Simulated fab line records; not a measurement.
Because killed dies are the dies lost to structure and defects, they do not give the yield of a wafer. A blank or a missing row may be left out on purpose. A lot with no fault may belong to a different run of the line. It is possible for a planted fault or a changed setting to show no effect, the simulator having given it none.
fab line records	flow sky130
record: lots: 11	wafers: 33	last_day: 50
route steps=708 shown LDD_P@262 SPACER@304 SD_P@331 PAD_OPEN@708
lots with no fault: from the same line, run without faults
start_h: the number of hours between the record's first day and the start of the first shown wafer of the lot	wait_h: how many hours have passed since the lot's step before this one	" the same as in the row above	L1.1+2: a row that stands for several wafers	- no value, or no start given	* or withheld: withheld	< > ~ a bound
route shown NAME@n: names a module that has steps shown in the file, with the first one's number in the route	usual: mean and standard deviation over wafers with no fault	same: alike in all rows	chamber/n: place in a boat	sites: per-site readings	_std_site: standard deviation across them	_edge_site: outer sites' mean less inner sites'	radius_mm: how far each site lies from the wafer's centre	mask NAME#n: copy n	behind: the most recent tool/chamber to have shaped the wafer	hold: cause of the lot's hold/its duration in hours/its outcome	device: transistor that didn't switch, given as n, p or np	end of line: at the end of the route, the tests of the same wafers	a step without rows: its recipe alone	killed: dies lost to structure and defects at the first sort, not the wafer's yield	map: a wafer's dies, x killed, . not, _ none there
set.NAME: the run value of the setting; set.NAME@STEP: its run value at that earlier step	model.NAME: the simulator's own value behind a step, which no gauge read
one table for each step of the route and one row for each wafer, over a sample of lots
services: a tool's chamber out of use, with start hour (start_h, from the record's first day; less than 0 if before it), hours out, and reason
== steps ==
step: SKY_LDD_P_CD_MEAS_07
recipe: target_cd_nm: 380
usual: cd_nm: 381.9/2.6
lot.wafer	tool	chamber	start_h	wait_h	cd_nm
L554.1	cd_sem-02	-	455.15	0.1	381.8
L554.2	"	-	"	"	382.6
L554.5	"	-	"	"	381.7
L555.3	cd_sem-02	-	469.79	0.1	386.9
L555.5	"	-	"	"	386.0
L555.6	"	-	"	"	385.4
L556.1	cd_sem-01	-	484.80	0.1	381.2
L556.3	"	-	"	"	382.3
L556.4	"	-	"	"	379.3
L558.2	cd_sem-01	-	501.92	0.1	379.7
L558.4	"	-	"	"	383.7
L558.5	"	-	"	"	381.0
L557.2	cd_sem-01	-	503.47	0.1	381.8
L557.3	"	-	"	"	379.5
L557.4	"	-	"	"	381.6
L560.2	cd_sem-01	-	517.63	0.1	382.6
L560.4	"	-	"	"	383.6
L560.6	"	-	"	"	382.6
L562.2	cd_sem-02	-	554.42	0.1	385.4
L562.3	"	-	"	"	384.2
L562.6	"	-	"	"	384.6
L561.4	cd_sem-01	-	555.06	0.1	381.4
L561.5	"	-	"	"	382.4
L561.6	"	-	"	"	382.4
L563.1	cd_sem-01	-	555.51	0.1	382.2
L563.3	"	-	"	"	383.0
L563.5	"	-	"	"	383.3
L569.3	cd_sem-01	-	610.29	0.1	381.4
L569.4	"	-	"	"	382.2
L569.5	"	-	"	"	380.9
L573.2	cd_sem-01	-	627.10	0.4	382.2
L573.3	"	-	"	"	381.5
L573.4	"	-	"	"	381.4
step: SKY_LDD_P_STRIP_10
recipe: chemistry: O2/N2	power_w: 1400	pressure_mtorr: 1500	platen_temp_c: withheld	o2_flow_sccm: 3000	n2_flow_sccm: 300	overash_fraction: 0.5
usual: drypump_motor_current_A: 5.7/0.55	oes_product_au: 0.716/0.0047	strip_time_to_endpoint_s: 14.17/0.041
lot.wafer	tool	chamber	start_h	wait_h	drypump_motor_current_A	oes_product_au	rf_hours_counter_h	strip_time_to_endpoint_s
L554.1	plasma_asher-01	0	455.46	0.1	5.7	0.716	33	14.18
L554.2	"	1	"	"	4.8	0.717	33	14.19
L554.5	"	1	"	"	4.8	0.723	-	14.15
L555.3	plasma_asher-01	1	470.09	0.1	4.8	0.713	-	14.14
L555.5	"	1	"	"	4.8	0.718	-	14.18
L555.6	"	0	"	"	5.7	0.713	-	14.17
L556.1	plasma_asher-01	0	485.11	0.1	5.8	0.709	36	14.17
L556.3	"	1	"	"	4.8	0.715	-	14.11
L556.4	"	0	"	"	5.7	0.711	-	14.13
L558.2	plasma_asher-02	0	502.21	0.1	6.3	0.717	66	14.21
L558.4	"	0	"	"	6.4	0.711	-	14.17
L558.5	"	1	"	"	6.1	0.716	-	14.23
L557.2	plasma_asher-01	0	503.76	0.1	5.8	0.710	38	14.08
L557.3	"	0	"	"	5.8	0.717	-	14.06
L557.4	"	1	"	"	4.8	0.709	-	14.07
L560.2	plasma_asher-03	0	517.91	0.1	6.1	0.715	84	14.16
L560.4	"	1	"	"	6.0	0.713	-	14.17
L560.6	"	1	"	"	6.0	0.713	-	14.16
L562.2	plasma_asher-03	1	554.70	0.1	6.0	0.718	88	14.25
L562.3	"	0	"	"	6.1	0.715	-	14.20
L562.6	"	1	"	"	6.0	0.720	-	14.25
L561.4	plasma_asher-03	1	555.34	0.1	6.0	0.721	-	14.16
L561.5	"	1	"	"	6.0	0.717	-	14.14
L561.6	"	0	"	"	6.1	0.717	-	14.16
L563.1	plasma_asher-02	1	555.81	0.1	6.0	0.706	71	14.16
L563.3	"	1	"	"	6.0	0.716	-	14.10
L563.5	"	1	"	"	6.0	0.711	-	14.12
L569.3	plasma_asher-03	1	610.59	0.1	6.0	0.719	-	14.15
L569.4	"	0	"	"	6.1	0.716	-	14.13
L569.5	"	0	"	"	6.1	0.718	-	14.16
L573.2	plasma_asher-02	0	627.39	0.1	6.3	0.728	78	14.21
L573.3	"	0	"	"	6.3	0.718	-	14.15
L573.4	"	1	"	"	6.0	0.715	-	14.23
step: SKY_SPACER_CVD_00
recipe: material: Si3N4	precursor: DCS/NH3	target_thk_nm: 43.1	temp_c: 770	time_s: 740	pressure_mtorr: 250
usual: spike_tc_lower_C: 770.3/0.9	spike_tc_upper_C: 770.5/1.4	susceptor_temp_C: 770.1/0.34
lot.wafer	tool	chamber	start_h	wait_h	spike_tc_lower_C	spike_tc_upper_C	susceptor_temp_C
L554.1	lpcvd-02	0	547.90	0.0	772.5	773.6	770.3
L554.2	"	0	"	"	769.9	772.3	770.4
L554.5	"	0	"	"	771.1	771.5	769.8
L555.3	lpcvd-02	1	563.23	1.1	770.5	770.4	769.9
L555.5	"	1	"	"	770.1	771.2	770.0
L555.6	"	1	"	"	770.0	769.8	770.0
L556.1	lpcvd-02	1	579.25	2.6	770.8	770.7	770.4
L556.3	"	1	"	"	771.0	768.5	769.7
L556.4	"	1	"	"	770.0	771.9	769.8
L557.2	lpcvd-02	0	593.14	0.0	770.3	769.8	769.6
L557.3	"	0	"	"	769.5	773.0	769.7
L557.4	"	0	"	"	770.3	772.7	769.7
L558.2	lpcvd-02	1	593.14	0.8	771.3	769.2	770.3
L558.4	"	1	"	"	768.6	770.6	769.7
L558.5	"	1	"	"	770.6	770.1	769.6
L560.2	lpcvd-02	0	607.24	0.0	769.8	769.9	770.3
L560.4	"	0	"	"	769.5	770.9	770.2
L560.6	"	0	"	"	770.2	771.7	770.5
L562.2	lpcvd-02	0	642.50	0.0	770.1	774.1	769.9
L562.3	"	0	"	"	769.1	772.0	770.2
L562.6	"	0	"	"	770.2	771.4	770.0
L561.4	lpcvd-02	1	643.70	0.1	769.2	771.0	770.0
L561.5	"	1	"	"	769.6	767.9	770.4
L561.6	"	1	"	"	771.6	769.5	769.9
L563.1	lpcvd-02	1	644.91	0.3	771.4	769.3	769.4
L563.3	"	1	"	"	769.6	768.1	770.0
L563.5	"	1	"	"	771.7	768.9	770.3
L569.3	lpcvd-02	1	696.45	0.0	766.2	766.9	766.6
L569.4	"	1	"	"	765.1	764.8	766.3
L569.5	"	1	"	"	765.6	766.4	765.8
L573.2	lpcvd-02	0	714.55	1.6	769.4	772.5	770.2
L573.3	"	0	"	"	771.4	770.0	770.5
L573.4	"	0	"	"	770.6	770.2	770.8
step: SKY_SPACER_THK_MEAS_01
recipe: reads: Si3N4_of_SPACER_CVD_00
usual: SPACER_CVD_00_THK: 43.1/0.42
lot.wafer	tool	chamber	start_h	wait_h	hold	SPACER_CVD_00_THK[nm]
L554.1	film_metro-02	-	549.71	0.0	-	42.8
L554.2	"	-	"	"	-	42.9
L554.5	"	-	"	"	-	42.4
L555.3	film_metro-04	-	565.06	0.0	-	43.7
L555.5	"	-	"	"	-	43.4
L555.6	"	-	"	"	-	43.3
L556.1	film_metro-04	-	581.06	0.0	-	42.6
L556.3	"	-	"	"	-	42.8
L556.4	"	-	"	"	-	42.9
L557.2	film_metro-02	-	594.36	0.0	-	42.9
L557.3	"	-	"	"	-	42.6
L557.4	"	-	"	"	-	42.6
L558.2	film_metro-04	-	594.36	0.0	-	42.8
L558.4	"	-	"	"	-	42.5
L558.5	"	-	"	"	-	43.2
L560.2	film_metro-01	-	608.46	0.0	-	43.3
L560.4	"	-	"	"	-	43.5
L560.6	"	-	"	"	-	43.5
L562.2	film_metro-01	-	643.71	0.0	-	42.9
L562.3	"	-	"	"	-	43.1
L562.6	"	-	"	"	-	42.8
L561.4	film_metro-01	-	644.94	0.0	-	42.3
L561.5	"	-	"	"	-	42.4
L561.6	"	-	"	"	-	42.3
L563.1	film_metro-02	-	646.11	0.0	-	43.2
L563.3	"	-	"	"	-	43.2
L563.5	"	-	"	"	-	43.5
L569.3	film_metro-04	-	697.68	0.0	await_dispo/0.2h/release	40.2
L569.4	"	-	"	"	await_dispo/0.2h/release	40.3
L569.5	"	-	"	"	await_dispo/0.2h/release	39.8
L569.3	film_metro-04	-	697.90	0.2	-	40.3
L569.4	"	-	"	"	-	40.3
L569.5	"	-	"	"	-	39.8
L573.2	film_metro-04	-	715.76	0.0	-	43.5
L573.3	"	-	"	"	-	43.1
L573.4	"	-	"	"	-	43.2
step: SKY_SPACER_ETCHBACK_02
recipe: chemistry: CH3F/O2	target: Si3N4	stop_on: SiO2	source_w: 400	bias_w: 80	pressure_mtorr: 25	ch3f_flow_sccm: 40	O2_flow_sccm: 30	time_s: 46.7	target_depth_a: 450
usual: drypump_motor_current_A: 5.7/0.44	oes_product_au: 0.855/0.0065	throttle_valve_pct: 10.562/0.0092
lot.wafer	tool	chamber	start_h	wait_h	hold	drypump_motor_current_A	oes_product_au	rf_hours_counter_h	throttle_valve_pct
L554.1	rie_diel-02	3	549.77	0.1	-	6.2	0.847	0	10.567
L554.2	"	0	"	"	-	5.2	0.855	12	10.557
L554.5	"	1	"	"	-	5.7	0.849	-	10.566
L555.3	rie_diel-04	0	565.10	0.0	-	6.2	0.857	7	10.553
L555.5	"	0	"	"	-	6.2	0.855	-	10.556
L555.6	"	1	"	"	-	5.2	0.849	-	10.562
L556.1	rie_diel-04	1	581.12	0.1	-	5.2	0.844	69	10.559
L556.3	"	0	"	"	-	6.2	0.857	7	10.559
L556.4	"	3	"	"	-	5.6	0.850	6	10.562
L557.2	rie_diel-04	3	594.41	0.0	-	5.6	0.854	7	10.561
L557.3	"	1	"	"	-	5.2	0.856	69	10.575
L557.4	"	0	"	"	-	6.2	0.845	8	10.556
L558.2	rie_diel-01	2	594.41	0.0	-	5.1	0.850	22	10.568
L558.4	"	2	"	"	-	5.2	0.851	-	10.577
L558.5	"	3	"	"	-	5.3	0.855	-	10.553
L560.2	rie_diel-02	1	608.51	0.0	-	5.7	0.851	9	10.563
L560.4	"	0	"	"	-	5.2	0.857	12	10.562
L560.6	"	2	"	"	-	5.5	0.858	-	10.534
L562.2	rie_diel-02	2	643.76	0.0	-	5.5	0.858	16	10.559
L562.3	"	3	"	"	-	6.2	0.857	1	10.570
L562.6	"	3	"	"	-	6.2	0.851	-	10.563
L561.4	rie_diel-02	2	644.99	0.0	-	5.5	0.852	-	10.546
L561.5	"	1	"	"	-	5.7	0.853	-	10.554
L561.6	"	3	"	"	-	6.2	0.844	-	10.576
L563.1	rie_diel-04	3	646.17	0.1	-	5.6	0.860	8	10.561
L563.3	"	2	"	"	-	5.6	0.858	3	10.560
L563.5	"	2	"	"	-	5.6	0.861	-	10.557
L569.3	rie_diel-01	2	700.56	2.7	await_dispo/2.6h/release	5.2	0.819	24	10.555
L569.4	"	3	"	"	await_dispo/2.6h/release	5.3	0.820	2	10.576
L569.5	"	0	"	"	await_dispo/2.6h/release	5.9	0.818	-	10.548
L573.2	rie_diel-02	0	715.81	0.0	-	5.2	0.852	15	10.562
L573.3	"	2	"	"	-	5.5	0.850	17	10.570
L573.4	"	3	"	"	-	6.2	0.851	3	10.559
step: SKY_SD_P_TW_MEAS_11
usual: SD_P_TW: 2832/15
lot.wafer	tool	chamber	start_h	wait_h	SD_P_TW
L554.1	film_metro-03	-	607.61	0.1	2811
L554.2	"	-	"	"	2810
L554.5	"	-	"	"	2814
L555.3	film_metro-04	-	624.48	0.1	2832
L555.5	"	-	"	"	2833
L555.6	"	-	"	"	2813
L556.1	film_metro-03	-	639.76	0.1	2834
L556.3	"	-	"	"	2857
L556.4	"	-	"	"	2860
L558.2	film_metro-03	-	652.02	0.1	2829
L558.4	"	-	"	"	2818
L558.5	"	-	"	"	2826
L557.2	film_metro-03	-	652.79	0.1	2821
L557.3	"	-	"	"	2831
L557.4	"	-	"	"	2821
L560.2	film_metro-01	-	667.12	0.1	2835
L560.4	"	-	"	"	2828
L560.6	"	-	"	"	2814
L562.2	film_metro-04	-	700.97	0.1	2841
L562.3	"	-	"	"	2850
L562.6	"	-	"	"	2858
L561.4	film_metro-04	-	702.35	0.1	2837
L561.5	"	-	"	"	2850
L561.6	"	-	"	"	2851
L563.1	film_metro-03	-	703.15	0.1	2842
L563.3	"	-	"	"	2827
L563.5	"	-	"	"	2834
L569.3	film_metro-01	-	753.28	0.1	2832
L569.4	"	-	"	"	2815
L569.5	"	-	"	"	2817
L573.2	film_metro-01	-	771.77	0.1	2830
L573.3	"	-	"	"	2822
L573.4	"	-	"	"	2817
step: SKY_PAD_OPEN_PROBE_99
usual: killed_at_M0_to_M3: 43/6.7	killed_at_M4_up: 3.2/1.8	killed_at_contacts: 25/5.2	killed_at_front_end: 15/4.4	killed_at_other: 0.2/0.4	killed_dies: 87/9.3	killed_open: 48/7.1	killed_short: 39/6
same: gross_dies: 492	killed_at_back_side: 0
lot.wafer	tool	chamber	start_h	wait_h	killed_at_M0_to_M3	killed_at_M4_up	killed_at_contacts	killed_at_front_end	killed_at_other	killed_dies	killed_open	killed_short
L555.3	prober-01	-	1101.26	0.2	43	5	22	16	0	86	47	39
L555.5	prober-01	-	1101.36	0.2	48	2	23	10	0	83	45	38
L555.6	prober-01	-	1101.41	0.2	50	3	20	20	1	94	47	47
L556.1	prober-02	-	1118.99	0.1	39	2	22	10	0	73	47	26
L556.3	prober-02	-	1119.09	0.2	36	0	27	12	0	75	48	27
L556.4	prober-02	-	1119.14	0.2	38	3	24	10	1	76	39	37
L558.2	prober-01	-	1120.23	0.1	55	6	24	10	0	95	45	50
L558.4	prober-01	-	1120.33	0.2	44	3	21	17	0	85	35	50
L558.5	prober-01	-	1120.38	0.2	36	3	23	17	0	79	40	39
L557.2	prober-02	-	1120.54	0.1	43	5	22	11	1	82	39	43
L557.3	prober-02	-	1120.59	0.2	44	4	23	17	0	88	53	35
L557.4	prober-02	-	1120.64	0.2	56	2	20	21	0	99	52	47
L560.2	prober-02	-	1142.08	0.1	48	5	26	19	0	98	61	37
L560.4	prober-02	-	1142.18	0.2	46	2	29	17	0	94	51	43
L560.6	prober-02	-	1142.28	0.2	46	2	26	22	1	97	53	44
L561.4	prober-02	-	1158.76	0.2	50	3	16	9	0	78	43	35
L561.5	prober-02	-	1158.81	0.2	40	2	19	13	0	74	38	36
L561.6	prober-02	-	1158.86	0.2	45	7	19	18	0	89	41	48
L573.2	prober-01	-	1199.97	0.1	46	1	32	15	0	94	61	33
L573.3	prober-01	-	1200.02	0.2	39	4	38	12	0	93	51	42
L573.4	prober-01	-	1200.07	0.2	40	2	18	12	0	72	39	33
killed by level:class
L555.3 VIA3:geometric_particle:open=9 VIA1:geometric_particle:open=9 CONTACT:geometric_particle:open=7 LOCAL_INTERCONNECT:geometric_particle:short=6 POLY_GATE:geometric_particle:short=5 LI_CONTACT:geometric_particle:open=5 METAL4:geometric_particle:short=5 VIA2:geometric_particle:short=5
L555.5 VIA1:geometric_particle:open=12 CONTACT:geometric_particle:open=7 VIA1:geometric_particle:short=7 VIA3:geometric_particle:open=7 VIA2:geometric_particle:open=6 LOCAL_INTERCONNECT:geometric_particle:short=5 CONTACT:geometric_particle:short=5 METAL2:geometric_particle:short=4
L555.6 VIA1:geometric_particle:open=10 VIA1:geometric_particle:short=8 VIA3:geometric_particle:open=8 POLY_GATE:geometric_particle:short=7 LI_CONTACT:geometric_particle:open=7 CONTACT:geometric_particle:open=6 METAL2:geometric_particle:short=5 POLY_GATE:geometric_particle:open=5
L556.1 VIA1:geometric_particle:open=10 LI_CONTACT:geometric_particle:open=8 METAL2:geometric_particle:short=7 CONTACT:geometric_particle:open=7 VIA3:geometric_particle:open=6 VIA2:geometric_particle:open=5 FIELD_ISO:geometric_particle:open=3 METAL3:geometric_particle:short=3
L556.3 CONTACT:geometric_particle:open=13 LI_CONTACT:geometric_particle:open=6 POLY_GATE:geometric_particle:open=5 LOCAL_INTERCONNECT:geometric_particle:short=5 VIA3:geometric_particle:open=5 METAL1:geometric_particle:short=5 VIA1:geometric_particle:open=5 METAL2:geometric_particle:short=4
L556.4 LI_CONTACT:geometric_particle:open=8 CONTACT:geometric_particle:open=6 VIA1:geometric_particle:open=6 METAL2:geometric_particle:short=6 VIA1:geometric_particle:short=5 METAL2:geometric_particle:open=5 POLY_GATE:geometric_particle:short=4 CONTACT:geometric_particle:short=4
L558.2 VIA1:geometric_particle:open=11 VIA2:geometric_particle:open=9 VIA3:geometric_particle:short=7 METAL3:geometric_particle:short=7 LI_CONTACT:geometric_particle:open=6 CONTACT:geometric_particle:short=6 VIA3:geometric_particle:open=6 CONTACT:geometric_particle:open=5
L558.4 METAL2:geometric_particle:short=9 FIELD_ISO:geometric_particle:open=7 LI_CONTACT:geometric_particle:open=7 VIA1:geometric_particle:short=7 VIA2:geometric_particle:short=6 LOCAL_INTERCONNECT:geometric_particle:short=5 METAL1:geometric_particle:short=5 VIA1:geometric_particle:open=5
L558.5 CONTACT:geometric_particle:open=9 VIA3:geometric_particle:open=6 LOCAL_INTERCONNECT:geometric_particle:short=5 VIA2:geometric_particle:open=5 VIA2:geometric_particle:short=5 FIELD_ISO:geometric_particle:open=4 VIA1:geometric_particle:short=4 SPACER:geometric_particle:open=4
L557.2 METAL1:geometric_particle:short=8 VIA1:geometric_particle:open=7 VIA3:geometric_particle:open=7 CONTACT:geometric_particle:open=6 FIELD_ISO:geometric_particle:open=5 VIA1:geometric_particle:short=5 METAL2:geometric_particle:short=5 FIELD_ISO:geometric_particle:short=4
L557.3 VIA1:geometric_particle:open=16 LOCAL_INTERCONNECT:geometric_particle:short=7 CONTACT:geometric_particle:open=6 VIA3:geometric_particle:open=6 LI_CONTACT:geometric_particle:open=5 VIA2:geometric_particle:open=5 FIELD_ISO:geometric_particle:short=4 FIELD_ISO:geometric_particle:open=4
L557.4 VIA1:geometric_particle:open=14 VIA1:geometric_particle:short=9 POLY_GATE:geometric_particle:short=6 METAL1:geometric_particle:short=6 CONTACT:geometric_particle:short=6 VIA3:geometric_particle:open=6 LI_CONTACT:geometric_particle:open=5 CONTACT:geometric_particle:open=5
L560.2 VIA1:geometric_particle:open=13 LI_CONTACT:geometric_particle:open=11 METAL1:geometric_particle:short=11 CONTACT:geometric_particle:open=8 VIA3:geometric_particle:open=6 POLY_GATE:geometric_particle:short=5 VIA2:geometric_particle:open=5 POLY_GATE:geometric_particle:open=4
L560.4 VIA1:geometric_particle:open=14 CONTACT:geometric_particle:short=11 CONTACT:geometric_particle:open=11 VIA1:geometric_particle:short=5 VIA3:geometric_particle:short=5 VIA3:geometric_particle:open=5 POLY_GATE:geometric_particle:open=4 LI_CONTACT:geometric_particle:open=4
L560.6 VIA1:geometric_particle:open=14 CONTACT:geometric_particle:open=11 VIA1:geometric_particle:short=7 METAL1:geometric_particle:short=7 VIA3:geometric_particle:open=7 POLY_GATE:geometric_particle:open=6 POLY_GATE:geometric_particle:short=6 LOCAL_INTERCONNECT:geometric_particle:short=6
L561.4 VIA3:geometric_particle:open=9 VIA1:geometric_particle:open=8 METAL2:geometric_particle:short=8 VIA2:geometric_particle:open=6 VIA1:geometric_particle:short=6 CONTACT:geometric_particle:open=5 LI_CONTACT:geometric_particle:open=5 METAL1:geometric_particle:short=5
L561.5 CONTACT:geometric_particle:open=9 METAL2:geometric_particle:short=9 METAL1:geometric_particle:short=7 VIA3:geometric_particle:open=7 VIA2:geometric_particle:open=6 VIA1:geometric_particle:open=5 FIELD_ISO:geometric_particle:open=4 CONTACT:geometric_particle:short=4
L561.6 VIA1:geometric_particle:open=12 FIELD_ISO:geometric_particle:short=7 LI_CONTACT:geometric_particle:open=7 VIA3:geometric_particle:open=7 METAL2:geometric_particle:short=6 METAL4:geometric_particle:short=5 VIA3:geometric_particle:short=5 LOCAL_INTERCONNECT:geometric_particle:short=4
L573.2 LI_CONTACT:geometric_particle:open=13 VIA1:geometric_particle:open=12 CONTACT:geometric_particle:open=8 VIA2:geometric_particle:open=6 VIA3:geometric_particle:open=6 FIELD_ISO:geometric_particle:open=5 CONTACT:geometric_particle:short=5 VIA1:geometric_particle:short=5
L573.3 LI_CONTACT:geometric_particle:open=11 VIA1:geometric_particle:open=10 LOCAL_INTERCONNECT:geometric_particle:short=8 CONTACT:geometric_particle:open=8 VIA2:geometric_particle:open=8 VIA3:geometric_particle:open=8 CONTACT:geometric_particle:short=7 METAL1:geometric_particle:short=6
L573.4 VIA1:geometric_particle:open=10 CONTACT:geometric_particle:open=8 VIA1:geometric_particle:short=7 POLY_GATE:geometric_particle:open=5 METAL1:geometric_particle:short=5 VIA2:geometric_particle:open=5 SPACER:geometric_particle:short=4 LI_CONTACT:geometric_particle:open=4
== services ==
tool	chamber	start_h	hours	kind
rie_diel-01	1	440.42	4.3	repair
rie_diel-02	2	460.41	3.6	repair
rie_diel-02	-	461.37	0.2	repair
rie_diel-01	0	470.10	3.6	repair
rie_diel-04	-	478.06	0.2	repair
rie_diel-02	3	491.35	33.4	repair
rie_diel-04	-	494.12	0.5	repair
plasma_asher-02	-	503.19	5.4	repair
rie_diel-02	0	539.46	1.8	repair
rie_diel-02	1	578.20	10.3	repair
plasma_asher-01	-	596.70	0.6	repair
plasma_asher-03	-	600.70	3.1	repair
rie_diel-04	-	607.64	2.8	pm
plasma_asher-01	-	623.35	2.8	pm
plasma_asher-01	-	626.14	0.9	repair
lpcvd-02	-	628.56	0.9	repair
rie_diel-04	0	628.92	2.9	repair
rie_diel-02	0	642.07	5.4	repair
plasma_asher-01	-	642.90	2.5	repair
plasma_asher-03	-	645.60	4.1	pm
plasma_asher-02	-	648.25	0.5	repair
plasma_asher-01	-	680.19	1.2	repair
plasma_asher-02	-	689.66	0.4	repair
plasma_asher-01	-	703.49	2.3	repair
== key ==
first_sign: step: SKY_SPACER_CVD_00	reading: susceptor_temp_C	direction: down	sigmas: 11	usual: *	struck: *
effect: step: SKY_SPACER_CVD_00	reading: spike_tc_lower_C	direction: down	sigmas: 5.1	usual: 770.3	struck: 765.6
effect: step: SKY_SPACER_THK_MEAS_01	reading: visit	direction: added
effect: step: SKY_SPACER_THK_MEAS_01	reading: SPACER_CVD_00_THK	direction: down	sigmas: 7.1	usual: 43.1	struck: 40.1
effect: step: SKY_SPACER_ETCHBACK_02	reading: oes_product_au	direction: down	sigmas: 5.6	usual: 0.855	struck: 0.819
met_at SKY_SPACER_CVD_00
struck_lots L569
struck_wafers L569.3,L569.4,L569.5
tester_left_out L569
not_acting_at SKY_LDD_P_CD_MEAS_07,SKY_LDD_P_STRIP_10,SKY_SD_P_TW_MEAS_11
onset_between 644.91 696.45
fault: kind: process_parameter_drift	tool: lpcvd-02	chamber: 1	onset_h: 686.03	steps: SKY_SPACER_CVD_00	channel: temp_c	offset: *	shape: step	end_h: 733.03	acts_in: *	stated: *
tester_left_out: of these lots the tester's yield and bins aren't shown, on N5 and GAA mostly nor the transistor test; their killed dies are dies lost to structure and defects alone, not to doping, threshold or leakage, so they don't give the yield
